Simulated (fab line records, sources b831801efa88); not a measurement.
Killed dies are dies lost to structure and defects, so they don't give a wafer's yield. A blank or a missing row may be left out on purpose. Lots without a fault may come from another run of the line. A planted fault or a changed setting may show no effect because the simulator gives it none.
Chamber matching | flow gf180mcu | GF_V3_CMP_26 on cmp-02: 4 sister chambers
The step polishes, stops on SiO2, t overpolish 15 s, target thk 0 nm. 20 wafers are shown with their chamber, then 9 later ones without.

WAFERS WITH THEIR CHAMBER
wafer  | chamber | motor_current_A (A) | time_to_endpoint_s (s) | retaining_ring_pressure_frac
L591.3 | 2       | 9.9                 | 74                     | 1.007
L591.4 | 3       | 12.6                | 78                     | 0.999
L591.6 | 1       | 12.3                | 82                     | 0.998
L593.2 | 0       | 10.9                | 85                     | 1.006
L593.4 | 3       | 13.0                | 82                     | 0.993
L593.6 | 3       | 12.0                | 78                     | 1.002
L598.2 | 1       | 12.0                | 87                     | 0.996
L598.4 | 2       | 9.8                 | 81                     | 0.997
L598.6 | 2       | 9.9                 | 81                     | 1.003
L599.3 | 3       | 12.1                | 83                     | 0.999
L599.4 | 0       | 10.9                | 94                     | 0.991
L599.5 | 1       | 12.4                | 91                     | 0.996
L600.2 | 0       | 11.2                | 94                     | 0.994
L600.5 | 2       | 10.4                | 83                     | 1.001
L600.6 | 1       | 12.0                | 93                     | 1.000
L605.1 | 1       | 12.0                | 92                     | 0.995
L605.6 | 0       | 11.4                | 90                     | 1.005
L608.1 | 1       | 12.5                | 90                     | 1.001
L608.2 | 2       | 9.7                 | 81                     | 1.007
L608.6 | 0       | 10.9                | 91                     | 1.001

SIGNATURES (means of the wafers above)
reading                      | chamber 0 | chamber 1 | chamber 2 | chamber 3 | scatter within a chamber
motor_current_A              | 11.060    | 12.200    | 9.940     | 12.425    | 0.297
time_to_endpoint_s           | 90.80     | 89.17     | 80.00     | 80.25     | 3.59
retaining_ring_pressure_frac | 0.99940   | 0.99767   | 1.00300   | 0.99825   | 0.00448
Rule: a wafer's distance from a chamber is the root of the sum, over the readings, of the square of ((its reading less the chamber's mean) divided by the reading's scatter). The wafer belongs to the nearest chamber; if the next one is less than 2 further off, it can't be placed. The scatter: the root of (the sum of the squares of (reading less its chamber's mean) over the shown wafers, divided by (wafers less chambers)).

WAFERS WITHOUT THEIR CHAMBER
wafer  | motor_current_A (A) | time_to_endpoint_s (s) | retaining_ring_pressure_frac
L609.1 | 12.6                | 87                     | 1.003
L609.4 | 10.1                | 82                     | 0.992
L609.6 | 12.2                | 90                     | 0.999
L611.2 | 10.1                | 83                     | 0.996
L611.3 | 12.4                | 91                     | 1.006
L611.5 | 10.4                | 84                     | 1.003
L612.1 | 11.9                | 83                     | 0.999
L612.5 | 12.5                | 89                     | 0.986
L612.6 | 10.8                | 91                     | 1.000

WHICH CHAMBER EACH WENT THROUGH
wafer  | from the rows above          | in truth
L609.1 | can't be placed: 1 or 3      | 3
L609.4 | can't be placed: 2 or 0      | 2
L609.6 | 1                            | 1
L611.2 | 2                            | 2
L611.3 | can't be placed: 1 or 3      | 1
L611.5 | can't be placed: 2 or 0      | 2
L612.1 | can't be placed: 3 or 1 or 0 | 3
L612.5 | can't be placed: 1 or 3      | 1
L612.6 | 0                            | 0
Placed correctly: 3 of 9. Can't be placed from these rows: 6 (the true chamber is among the candidates in 6). Placed wrongly: 0.
